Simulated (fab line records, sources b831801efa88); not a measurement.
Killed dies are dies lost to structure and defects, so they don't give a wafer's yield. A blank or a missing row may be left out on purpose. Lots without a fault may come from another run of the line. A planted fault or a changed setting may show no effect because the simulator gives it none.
Chamber matching | flow gf180mcu | GF_POLY_GATE_ETCH_13 on rie_si-02: 4 sister chambers
The step etches poly-Si in HBr/Cl2, stops on SiO2, target depth 198.5 nm, time 69.6 s. 4 wafers are shown with their chamber, then 9 later ones without.

WAFERS WITH THEIR CHAMBER
wafer  | chamber | drypump_motor_current_A (A)
L126.3 | 3       | 5.3
L127.2 | 1       | 6.2
L131.2 | 0       | 5.5
L131.6 | 2       | 5.7

WAFERS WITHOUT THEIR CHAMBER
wafer  | drypump_motor_current_A (A)
L132.2 | 5.3
L132.3 | 5.4
L132.4 | 5.7
L133.2 | 5.4
L133.3 | 5.3
L133.6 | 5.7
L134.4 | 6.2
L134.5 | 5.7
L134.6 | 6.2

WHICH CHAMBER EACH WENT THROUGH
wafer  | from the rows above     | in truth
L132.2 | 3                       | 3
L132.3 | can't be placed: 0 or 3 | 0
L132.4 | 2                       | 2
L133.2 | can't be placed: 0 or 3 | 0
L133.3 | 3                       | 3
L133.6 | 2                       | 2
L134.4 | 1                       | 1
L134.5 | 2                       | 2
L134.6 | 1                       | 1
Placed correctly: 7 of 9. Can't be placed from these rows: 2 (the true chamber is among the candidates in 2). Placed wrongly: 0.
How it was worked out, from the rows above alone: a wafer's distance from a chamber is the root of the sum, over the readings, of the square of ((its reading less the chamber's mean) divided by the reading's scatter). The wafer belongs to the nearest chamber; if the next one is less than 2 further off, it can't be placed. A chamber's mean is the mean of its shown wafers. The scatter: with one shown wafer a chamber, the root of the mean of the squares of how far each hidden wafer lies from its nearest shown one.
